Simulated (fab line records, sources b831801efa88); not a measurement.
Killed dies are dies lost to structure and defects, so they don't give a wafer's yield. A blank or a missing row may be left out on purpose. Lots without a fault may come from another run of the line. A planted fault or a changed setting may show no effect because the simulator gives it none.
fab line records | flow sky130
record lots=6 wafers=18 last_day=49
route steps=708 shown GATE_OXIDE@187 PAD_OPEN@708
lots that met no fault: from a run of the same line without faults
start_h: hours from the record's first day to the start of the lot's first wafer shown | wait_h: hours since the lot's step before | " the same as in the row above | L1.1+2: a row that stands for several wafers | - no value, or no start given | * or withheld: withheld | < > ~ a bound
route shown NAME@n: a module of which the file shows steps, and the number in the route of the first | usual: mean/standard deviation of fault-free wafers | same: alike in all rows | chamber/n: place in a boat | sites: the reading at each site | _std_site: their standard deviation | _edge_site: outer sites' mean less inner sites' | radius_mm: how far each site lies from the wafer's centre | mask NAME#n: copy n | behind: the tool/chamber that last shaped the wafer | hold: why the lot was held/for how many hours/how that ended | device: the transistor (n, p or np) that didn't switch | end of line: the same wafers' tests at the end of the route | a step without rows: its recipe alone | killed: dies lost to structure and defects at the first sort, not the wafer's yield | map: a wafer's dies, x killed, . not, _ none there
set.NAME: the setting as run; set.NAME@STEP: as run at that earlier step | model.NAME: the simulator's own value behind a step, which no gauge read
lots at some steps of the route; a table a step, a row a wafer
services: from which hour (start_h, from the record's first day; less than 0 if before it) a tool's chamber was out of use, for how many hours, and why
## steps
# step SKY_GATE_OXIDE_CLEAN_00
# recipe chemistry=SC1/SC2 mix=1:4:20 temp_c=70 time_s=150 dry=n2_spin
# step SKY_GATE_OXIDE_OXIDATION_01
# recipe temp_c=900 ambient=O2 stabilise_s=600 purge_s=300 target_thk_a=102.68 ox_time_s=1473
# step SKY_GATE_OXIDE_THK_MEAS_02
# recipe reads=SiO2_of_GATE_OXIDE_OXIDATION_01
# usual GATE_OXIDE_OXIDATION_00_THK=10.25/0.15
# columns lot.wafer tool chamber start_h wait_h GATE_OXIDE_OXIDATION_00_THK[nm]
L101.1 film_metro-01 - 340.51 0.0 9.99
L101.4 " - " " 10.04
L101.6 " - " " 10.05
L109.3 film_metro-03 - 389.49 0.0 10.23
L109.5 " - " " 10.34
L109.6 " - " " 10.40
L110.1 film_metro-03 - 398.84 0.0 10.24
L110.2 " - " " 10.32
L110.4 " - " " 10.33
L111.3 film_metro-03 - 407.73 0.0 10.25
L111.5 " - " " 10.38
L111.6 " - " " 10.25
L112.2 film_metro-03 - 418.05 0.0 10.14
L112.4 " - " " 10.20
L112.5 " - " " 10.47
L113.1 film_metro-02 - 419.72 0.0 10.19
L113.2 " - " " 10.57
L113.4 " - " " 10.45
# step SKY_GATE_OXIDE_DEHYDRATE_03
# recipe temp_c=200 time_s=60
# step SKY_GATE_OXIDE_HMDS_04
# recipe prime_time_s=60 prime_temp_c=120
# step SKY_GATE_OXIDE_COAT_05
# recipe resist=NOVOLAK spin_rpm=3000 resist_thk_nm=1140
# step SKY_GATE_OXIDE_SOFTBAKE_06
# recipe temp_c=90 time_s=60 resist=NOVOLAK
# step SKY_GATE_OXIDE_EXPOSE_07
# recipe mask_id=LVOM na=0.6 source_shape=conventional sigma_outer=0.6 polarization=unpolarized target_cd_nm=600 dose_mj=170
# step SKY_GATE_OXIDE_PEB_08
# recipe temp_c=withheld time_s=* resist=NOVOLAK
# step SKY_GATE_OXIDE_DEVELOP_09
# recipe resist=NOVOLAK developer=TMAH develop_time_s=60 dev_temp_c=23
# step SKY_GATE_OXIDE_OVL_MEAS_10
# usual GATE_OXIDE_OVL=1.4/1.4
# columns lot.wafer tool chamber start_h wait_h GATE_OXIDE_OVL[nm]
L101.1 overlay-01 - 366.98 0.1 2.4
L101.4 " - " " 2.6
L101.6 " - " " 3.0
L109.3 overlay-01 - 418.34 0.1 -0.3
L109.5 " - " " -1.5
L109.6 " - " " 0.1
L110.1 overlay-01 - 428.53 0.1 0.7
L110.2 " - " " 3.6
L110.4 " - " " 2.8
L111.3 overlay-02 - 437.69 0.1 0.7
L111.5 " - " " 2.0
L111.6 " - " " 1.5
L112.2 overlay-01 - 447.73 0.1 3.6
L112.4 " - " " -1.2
L112.5 " - " " -0.2
L113.1 overlay-02 - 449.98 0.1 2.9
L113.2 " - " " 1.3
L113.4 " - " " 3.1
# step SKY_GATE_OXIDE_IMPLANT_11
# recipe species=B energy_kev=10 dose_cm2=2.6e+12 tilt_deg=withheld
# step SKY_GATE_OXIDE_WET_ETCH_12
# recipe chemistry=dHF target_depth_nm=16.8 dry=n2_spin target=SiO2 dilution=100:1 temp_c=25 time_s=336
# usual run_length_s=363/3.3
# columns lot.wafer tool chamber start_h wait_h run_length_s model.SiO2_of_FIELD_ISO_CVD_24.thk_nm
L101.1 wet_bench-01 1 367.16 0.1 361 364.3
L101.4 " 1 " " 361 363.9
L101.6 " 1 " " 361 363.9
L109.3 wet_bench-04 0 418.52 0.1 369 366.6
L109.5 " 0 " " 369 367.5
L109.6 " 0 " " 369 366.8
L110.1 wet_bench-02 3 428.71 0.1 362 365.1
L110.2 " 3 " " 362 366
L110.4 " 3 " " 362 366.3
L111.3 wet_bench-04 2 437.87 0.1 113 380.1
L111.5 " 2 " " 113 381.8
L111.6 " 2 " " 113 380.3
L112.2 wet_bench-02 1 447.91 0.1 361 363.1
L112.4 " 1 " " 361 362.4
L112.5 " 1 " " 361 363.9
L113.1 wet_bench-04 3 450.17 0.1 114 379.4
L113.2 " 3 " " 114 378.4
L113.4 " 3 " " 114 380.1
# step SKY_GATE_OXIDE_STRIP_13
# recipe chemistry=O2/N2 power_w=1400 pressure_mtorr=1500 platen_temp_c=withheld o2_flow_sccm=3000 n2_flow_sccm=300 overash_fraction=0.5
# usual drypump_motor_current_A=5.78/0.19 oes_product_au=0.715/0.0046 strip_time_to_endpoint_s=14.19/0.041
# columns lot.wafer tool chamber start_h wait_h drypump_motor_current_A oes_product_au rf_hours_counter_h strip_time_to_endpoint_s
L101.1 plasma_asher-03 1 367.26 0.0 5.76 0.724 72 14.16
L101.4 " 0 " " 5.62 0.728 - 14.15
L101.6 " 1 " " 5.75 0.715 - 14.18
L109.3 plasma_asher-04 1 418.66 0.0 6.16 0.715 - 14.18
L109.5 " 1 " " 6.15 0.715 - 14.26
L109.6 " 0 " " 5.83 0.716 - 14.17
L110.1 plasma_asher-02 1 428.81 0.0 5.87 0.716 26 14.21
L110.2 " 0 " " 5.56 0.718 26 14.26
L110.4 " 0 " " 5.58 0.716 - 14.23
L111.3 plasma_asher-02 1 438.00 0.1 5.86 0.720 - 14.22
L111.5 " 0 " " 5.56 0.719 - 14.18
L111.6 " 1 " " 5.88 0.720 - 14.18
L112.2 plasma_asher-02 0 448.01 0.0 5.57 0.718 28 14.24
L112.4 " 1 " " 5.87 0.719 - 14.24
L112.5 " 0 " " 5.60 0.712 - 14.23
L113.1 plasma_asher-02 0 450.27 0.1 5.56 0.720 29 14.20
L113.2 " 1 " " 5.83 0.712 29 14.25
L113.4 " 0 " " 5.55 0.712 - 14.27
# step SKY_GATE_OXIDE_TW_MEAS_14
# usual GATE_OXIDE_TW=225.1/1.5
# columns lot.wafer tool chamber start_h wait_h GATE_OXIDE_TW
L101.1 film_metro-02 - 367.36 0.1 225.4
L101.4 " - " " 226.9
L101.6 " - " " 225.8
L109.3 film_metro-03 - 418.75 0.1 225.9
L109.5 " - " " 223.7
L109.6 " - " " 224.0
L110.1 film_metro-03 - 428.91 0.1 225.2
L110.2 " - " " 224.6
L110.4 " - " " 225.4
L111.3 film_metro-02 - 438.09 0.1 225.6
L111.5 " - " " 228.2
L111.6 " - " " 226.0
L112.2 film_metro-03 - 448.12 0.1 225.9
L112.4 " - " " 224.7
L112.5 " - " " 226.7
L113.1 film_metro-02 - 450.37 0.1 225.0
L113.2 " - " " 227.5
L113.4 " - " " 225.6
# step SKY_GATE_OXIDE_CLEAN_15
# recipe chemistry=SC1/SC2 mix=1:4:20 temp_c=70 time_s=150 dry=n2_spin
# columns lot.wafer tool chamber start_h wait_h model.SiO2_of_FIELD_ISO_CVD_24.thk_nm
L101.1 wet_bench-01 0 367.42 0.1 363.6
L101.4+6 " 0 " " 363.2
L109.3 wet_bench-04 1 418.79 0.0 365.9
L109.5 " 1 " " 366.8
L109.6 " 1 " " 366.1
L110.1 wet_bench-02 1 428.97 0.1 364.4
L110.2 " 1 " " 365.4
L110.4 " 1 " " 365.6
L111.3 wet_bench-01 2 438.13 0.0 379.4
L111.5 " 2 " " 381.2
L111.6 " 2 " " 379.6
L112.2 wet_bench-01 3 448.17 0.0 362.4
L112.4 " 3 " " 361.7
L112.5 " 3 " " 363.2
L113.1 wet_bench-01 0 450.43 0.1 378.8
L113.2 " 0 " " 377.7
L113.4 " 0 " " 379.4
# step SKY_GATE_OXIDE_OXIDATION_16
# recipe temp_c=800 ambient=O2 idle_temp_c=700 ramp_up_c_per_min=10 ramp_down_c_per_min=3 stabilise_s=600 purge_s=300 target_thk_a=35.7 ox_time_s=1838
# step SKY_PAD_OPEN_PROBE_99
# usual killed_at_M0_to_M3=44/7.3 killed_at_M4_up=3.4/1.7 killed_at_contacts=24/5.3 killed_at_front_end=15/4.1 killed_at_other=0.4/0.68 killed_dies=87/9.5 killed_on_rim=17/3.8 killed_open=48/7.1 killed_short=39/5.8
# same gross_dies=492 killed_at_back_side=0
# columns lot.wafer tool chamber start_h wait_h killed_at_M0_to_M3 killed_at_M4_up killed_at_contacts killed_at_front_end killed_at_other killed_dies killed_on_rim killed_open killed_short
L101.1 prober-01 - 1114.20 0.1 52 1 31 7 0 91 18 52 39
L101.4 prober-01 - 1114.35 0.2 43 5 26 16 1 91 14 50 41
L101.6 prober-01 - 1114.45 0.2 43 5 25 17 0 90 14 48 42
L109.3 prober-01 - 1147.69 0.2 34 2 22 13 1 72 11 39 32
L109.5 prober-01 - 1147.79 0.2 50 3 20 22 1 96 13 58 38
L109.6 prober-01 - 1147.84 0.2 34 4 28 18 0 84 18 45 38
L110.1 prober-02 - 1155.00 0.1 53 4 32 16 0 105 22 55 50
L110.2 prober-02 - 1155.05 0.1 36 2 29 11 0 78 16 44 34
L110.4 prober-02 - 1155.15 0.2 31 1 29 12 1 74 14 44 29
L111.3 prober-01 - 1175.24 0.2 49 2 29 412 0 492 96 42 46
L111.5 prober-01 - 1175.34 0.2 42 5 19 426 0 492 96 43 33
L111.6 prober-01 - 1175.39 0.2 30 2 30 430 0 492 96 46 30
L113.1 prober-02 - 1175.84 0.1 47 5 22 418 0 492 96 45 40
L113.2 prober-02 - 1175.89 0.1 51 8 16 416 1 492 96 41 51
L113.4 prober-02 - 1175.99 0.2 42 2 26 419 3 492 96 54 32
L112.2 prober-02 - 1177.39 0.1 60 5 26 12 0 103 25 53 50
L112.4 prober-02 - 1177.49 0.2 61 6 16 12 0 95 21 54 40
L112.5 prober-02 - 1177.54 0.2 34 3 21 13 0 71 11 43 28
# killed by level:class
L101.1 CONTACT:geometric_particle:open=14 VIA1:geometric_particle:open=10 VIA3:geometric_particle:open=9 VIA2:geometric_particle:open=7 VIA1:geometric_particle:short=6 LI_CONTACT:geometric_particle:short=6 LI_CONTACT:geometric_particle:open=5 VIA2:geometric_particle:short=5
L101.4 VIA3:geometric_particle:open=9 VIA1:geometric_particle:open=9 LI_CONTACT:geometric_particle:open=8 VIA2:geometric_particle:open=8 CONTACT:geometric_particle:open=5 VIA3:geometric_particle:short=5 FIELD_ISO:geometric_particle:short=4 METAL1:geometric_particle:short=4
L101.6 CONTACT:geometric_particle:open=11 VIA1:geometric_particle:open=8 VIA1:geometric_particle:short=7 LOCAL_INTERCONNECT:geometric_particle:short=6 VIA2:geometric_particle:open=6 FIELD_ISO:geometric_particle:open=5 METAL1:geometric_particle:short=5 VIA3:geometric_particle:open=5
L109.3 VIA1:geometric_particle:open=8 CONTACT:geometric_particle:open=7 VIA2:geometric_particle:open=7 POLY_GATE:geometric_particle:short=5 CONTACT:geometric_particle:short=5 LI_CONTACT:geometric_particle:open=4 LOCAL_INTERCONNECT:geometric_particle:short=4 METAL1:geometric_particle:short=4
L109.5 VIA3:geometric_particle:open=12 VIA1:geometric_particle:open=10 VIA2:geometric_particle:open=9 FIELD_ISO:geometric_particle:open=7 CONTACT:geometric_particle:open=7 FIELD_ISO:geometric_particle:short=5 POLY_GATE:geometric_particle:short=5 LI_CONTACT:geometric_particle:open=4
L109.6 CONTACT:geometric_particle:open=9 LI_CONTACT:geometric_particle:open=8 VIA1:geometric_particle:open=8 CONTACT:geometric_particle:short=8 METAL1:geometric_particle:short=7 FIELD_ISO:geometric_particle:open=6 POLY_GATE:geometric_particle:open=4 VIA3:geometric_particle:open=4
L110.1 CONTACT:geometric_particle:open=18 VIA3:geometric_particle:open=10 METAL2:geometric_particle:short=9 CONTACT:geometric_particle:short=7 METAL1:geometric_particle:short=7 VIA2:geometric_particle:open=7 VIA1:geometric_particle:open=6 VIA2:geometric_particle:short=5
L110.2 CONTACT:geometric_particle:open=9 LI_CONTACT:geometric_particle:open=7 VIA1:geometric_particle:open=7 LOCAL_INTERCONNECT:geometric_particle:short=6 VIA2:geometric_particle:open=6 METAL2:geometric_particle:short=5 METAL1:geometric_particle:short=5 SPACER:geometric_particle:open=4
L110.4 CONTACT:geometric_particle:open=12 LI_CONTACT:geometric_particle:open=7 VIA2:geometric_particle:open=7 CONTACT:geometric_particle:short=4 VIA1:geometric_particle:open=4 METAL2:geometric_particle:open=4 SONOS_ONO:geometric_particle:short=3 LOCAL_INTERCONNECT:geometric_particle:open=3
L111.3 GATE_OXIDE:area_etch=404 VIA1:geometric_particle:open=11 METAL1:geometric_particle:short=8 CONTACT:geometric_particle:open=8 LOCAL_INTERCONNECT:geometric_particle:short=7 VIA3:geometric_particle:open=7 LI_CONTACT:geometric_particle:open=6 CONTACT:geometric_particle:short=6
L111.5 GATE_OXIDE:area_etch=416 VIA1:geometric_particle:open=9 VIA3:geometric_particle:open=8 LI_CONTACT:geometric_particle:open=7 VIA2:geometric_particle:open=7 CONTACT:geometric_particle:open=5 VIA3:geometric_particle:short=5 LOCAL_INTERCONNECT:geometric_particle:short=4
L111.6 GATE_OXIDE:area_etch=414 CONTACT:geometric_particle:open=11 LI_CONTACT:geometric_particle:open=8 VIA1:geometric_particle:open=8 VIA3:geometric_particle:open=6 FIELD_ISO:geometric_particle:short=4 VIA1:geometric_particle:short=4 VIA2:geometric_particle:open=4
L113.1 GATE_OXIDE:area_etch=407 VIA2:geometric_particle:open=12 LI_CONTACT:geometric_particle:open=8 CONTACT:geometric_particle:open=6 VIA1:geometric_particle:open=6 METAL2:geometric_particle:short=5 VIA2:geometric_particle:short=5 FIELD_ISO:geometric_particle:short=4
L113.2 GATE_OXIDE:area_etch=399 METAL2:geometric_particle:short=13 VIA3:geometric_particle:open=7 VIA1:geometric_particle:open=7 METAL4:geometric_particle:short=7 FIELD_ISO:geometric_particle:short=6 LI_CONTACT:geometric_particle:open=6 FIELD_ISO:geometric_particle:open=5
L113.4 GATE_OXIDE:area_etch=405 VIA1:geometric_particle:open=18 LI_CONTACT:geometric_particle:open=11 CONTACT:geometric_particle:open=7 FIELD_ISO:geometric_particle:open=5 CONTACT:geometric_particle:short=5 VIA1:geometric_particle:short=5 VIA2:geometric_particle:open=5
L112.2 VIA1:geometric_particle:open=14 VIA3:geometric_particle:open=9 CONTACT:geometric_particle:open=8 METAL1:geometric_particle:short=7 VIA1:geometric_particle:short=7 VIA2:geometric_particle:open=7 LOCAL_INTERCONNECT:geometric_particle:short=6 METAL2:geometric_particle:short=6
L112.4 VIA1:geometric_particle:open=14 VIA3:geometric_particle:open=8 METAL1:geometric_particle:short=7 VIA2:geometric_particle:open=7 CONTACT:geometric_particle:open=5 VIA1:geometric_particle:short=5 METAL3:geometric_particle:short=5 FIELD_ISO:geometric_particle:open=4
L112.5 LI_CONTACT:geometric_particle:open=9 VIA1:geometric_particle:open=7 METAL1:geometric_particle:short=6 CONTACT:geometric_particle:open=5 VIA2:geometric_particle:open=4 FIELD_ISO:geometric_particle:open=3 POLY_GATE:geometric_particle:short=3 POLY_CUT:geometric_particle:open=3
# map L111.3 (x killed, . not)
__________xxxxxxxxxx_________
________xxxxxxxxxxxxxx_______
______xxxxxxxxxxxxxxxxxx_____
_____xxxxxxxxxxxxxxxxxxxx____
____xxxxxxxxxxxxxxxxxxxxxx___
___xxxxxxxxxxxxxxxxxxxxxxxx__
__xxxxxxxxxxxxxxxxxxxxxxxxxx_
_xxxxxxxxxxxxxxxxxxxxxxxxxxxx
_xxxxxxxxxxxxxxxxxxxxxxxxxxxx
_xxxxxxxxxxxxxxxxxxxxxxxxxxxx
_xxxxxxxxxxxxxxxxxxxxxxxxxxxx
_xxxxxxxxxxxxxxxxxxxxxxxxxxxx
_xxxxxxxxxxxxxxxxxxxxxxxxxxxx
_xxxxxxxxxxxxxxxxxxxxxxxxxxxx
_xxxxxxxxxxxxxxxxxxxxxxxxxxxx
__xxxxxxxxxxxxxxxxxxxxxxxxxx_
___xxxxxxxxxxxxxxxxxxxxxxxx__
____xxxxxxxxxxxxxxxxxxxxxx___
_____xxxxxxxxxxxxxxxxxxxx____
______xxxxxxxxxxxxxxxxxx_____
________xxxxxxxxxxxxxx_______
__________xxxxxxxxxx_________
# map L113.1 (x killed, . not)
__________xxxxxxxxxx_________
________xxxxxxxxxxxxxx_______
______xxxxxxxxxxxxxxxxxx_____
_____xxxxxxxxxxxxxxxxxxxx____
____xxxxxxxxxxxxxxxxxxxxxx___
___xxxxxxxxxxxxxxxxxxxxxxxx__
__xxxxxxxxxxxxxxxxxxxxxxxxxx_
_xxxxxxxxxxxxxxxxxxxxxxxxxxxx
_xxxxxxxxxxxxxxxxxxxxxxxxxxxx
_xxxxxxxxxxxxxxxxxxxxxxxxxxxx
_xxxxxxxxxxxxxxxxxxxxxxxxxxxx
_xxxxxxxxxxxxxxxxxxxxxxxxxxxx
_xxxxxxxxxxxxxxxxxxxxxxxxxxxx
_xxxxxxxxxxxxxxxxxxxxxxxxxxxx
_xxxxxxxxxxxxxxxxxxxxxxxxxxxx
__xxxxxxxxxxxxxxxxxxxxxxxxxx_
___xxxxxxxxxxxxxxxxxxxxxxxx__
____xxxxxxxxxxxxxxxxxxxxxx___
_____xxxxxxxxxxxxxxxxxxxx____
______xxxxxxxxxxxxxxxxxx_____
________xxxxxxxxxxxxxx_______
__________xxxxxxxxxx_________
## services
# columns tool chamber start_h hours kind
plasma_asher-04 - 344.96 1.2 repair
plasma_asher-02 - 346.46 0.3 repair
wet_bench-04 - 362.37 1.8 repair
wet_bench-02 - 363.02 7.7 repair
plasma_asher-02 - 376.71 1.2 repair
plasma_asher-03 - 421.25 9.0 pm
plasma_asher-03 0 421.25 9.0 vent_cycle
plasma_asher-03 1 421.25 9.0 vent_cycle
plasma_asher-03 0 430.25 - clean
plasma_asher-03 1 430.25 - clean
wet_bench-01 - 431.43 1.9 pm
plasma_asher-03 - 437.93 28.1 pm
wet_bench-02 - 443.76 4.1 repair
plasma_asher-04 - 443.83 16.5 repair
plasma_asher-04 - 448.47 1.4 repair
## key
first_sign step=SKY_GATE_OXIDE_WET_ETCH_12 reading=run_length_s direction=down sigmas=74 usual=* struck=*
effect step=SKY_PAD_OPEN_PROBE_99 reading=killed_at_front_end direction=up sigmas=99+ usual=15 struck=420
model_effect step=SKY_GATE_OXIDE_WET_ETCH_12 value=SiO2_of_FIELD_ISO_CVD_24.thk_nm without=366.4 struck=380
model_effect step=SKY_GATE_OXIDE_CLEAN_15 value=SiO2_of_FIELD_ISO_CVD_24.thk_nm without=365.7 struck=379.3
more_kills_born_at SKY_GATE_OXIDE_WET_ETCH_12@wet_bench-04=2445
met_at SKY_GATE_OXIDE_WET_ETCH_12
struck_wafers L111.3,L111.5,L111.6,L113.1,L113.2,L113.4
later_rows_left_out L111.3,L111.5,L111.6,L113.1,L113.2,L113.4
tester_left_out L111,L113
onset_between 418.52 437.87
fault kind=process_parameter_drift tool=wet_bench-04 chamber=- onset_h=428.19 steps=SKY_GATE_OXIDE_WET_ETCH_12 channel=time_s offset=* shape=step end_h=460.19 acts_in=* stated=*
# tester_left_out: of these lots the tester's yield and bins aren't shown, on N5 and GAA mostly nor the transistor test; their killed dies are dies lost to structure and defects alone, not to doping, threshold or leakage, so they don't give the yield
# later_rows_left_out: the simulator's readings of these wafers behind a module that went badly wrong aren't trusted and aren't shown, but for the sort
